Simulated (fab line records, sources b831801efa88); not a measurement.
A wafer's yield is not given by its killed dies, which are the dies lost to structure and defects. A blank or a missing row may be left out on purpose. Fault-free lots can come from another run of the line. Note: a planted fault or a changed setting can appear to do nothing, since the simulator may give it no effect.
8D (eight disciplines) problem report, filled in by code | flow sky130 | the parts of the form that need people (team, actions taken, sign-off) are left out

## 1. THE PROBLEM
run length s at SKY_VIA2_ETCH_14 reads a mean of 51.6 s on 6 wafers of 2 lots; wafers without a fault read 74.1 s with a standard deviation of 0.53. That is -42 standard deviations from the usual mean.
The step: etches BARC in N2/H2, stops on SiO2, time 45.9 s, target depth 60 nm.
First observed at day 41 18:29: wafer L188.1, on rie diel-02. Wafers with a number at this step in the record: 42, from 14 lots. By rule, "out" or "out of limits" means more than 4 standard deviations away from the usual mean. Any other wafer with a number is counted as sound.

## 2. WHAT THIS IS AND IS NOT
question                    | is                           | is not
which readings at this step | run length s, oes product au | drypump motor current A
which lots                  | L188, L189                   | L174, L175, L180, L181, L182, L183, L190, L192, L194, L195, L196, L197
which wafers of those lots  | all that have a number       | -
read on which tools         | rie diel-02                  | rie diel-01, rie diel-04
when                        | from day 41 18:29            | up to then (18 sound wafers); but 18 sound wafers of L190, L192, L194, L195, L196, L197 came after

## 3. THE SUSPECTS, EACH WITH WHAT RULES IT OUT
Counting: a tool stays on the suspect list if, at a process step up to the reading, it processed all lots that are out and no sound lot following the first of them.
- rie diel-02 at SKY_VIA2_ETCH_14 (etches BARC in N2/H2, stops on SiO2, time 45.9 s, target depth 60 nm): kept. It processed each lot that is out, first L188 at day 41 18:29, and no sound lot thereafter; up to then, the last sound lot it processed was L183 at day 39 00:02. Out on those wafers are its own readings of oes product au, run length s.
The count leaves rie diel-02 at SKY_VIA2_ETCH_14.

## 4. THE CAUSE (what the simulator had put in)
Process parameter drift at SKY_VIA2_ETCH_14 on rie diel-02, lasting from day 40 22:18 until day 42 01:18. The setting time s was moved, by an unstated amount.
Only this tool survived the counting.

## 5. THE CHAIN OF EFFECTS, in route order
Rows list readings where the struck wafers' mean (over those with a number) sits beyond 3 standard deviations from the usual. Scope: only readings with a usual standard deviation given in the record; hours: median across lots of the time from each lot's start at the first step in this table that gives one to its start at this step; sigmas: change in usual standard deviations.
hours | step              | reading                  | usual      | on struck wafers | change | sigmas
0     | SKY_VIA2_ETCH_14  | oes product au           | 0.855 a.u. | 1.004            | +0.149 | +30
0     | SKY_VIA2_ETCH_14  | run length s             | 74.1 s     | 51.6             | -22.5  | -42
0     | SKY_VIA2_ETCH_15  | oes product au           | 0.939 a.u. | 0.374            | -0.565 | -99 or more
0     | SKY_VIA2_STRIP_16 | strip time to endpoint s | 4.055 s    | 4.275            | +0.220 | +10
It contains these process steps:
- SKY_VIA2_ETCH_14: etches BARC in N2/H2, stops on SiO2, time 45.9 s, target depth 60 nm.
- SKY_VIA2_ETCH_15: etches SiO2 in C4F8/O2/Ar, stops on TiN, target depth 546 nm, time 84 s.
- SKY_VIA2_STRIP_16: strips in O2/N2.
Readings that are blank on the struck wafers while sound wafers have them: rf fwd power W at SKY_VIA2_ETCH_14.

## 6. HOW IT WOULD HAVE BEEN CAUGHT EARLIER
In this record no reading fell out of limits until day 41 18:29, 20 hours after the fault had begun at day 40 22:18.
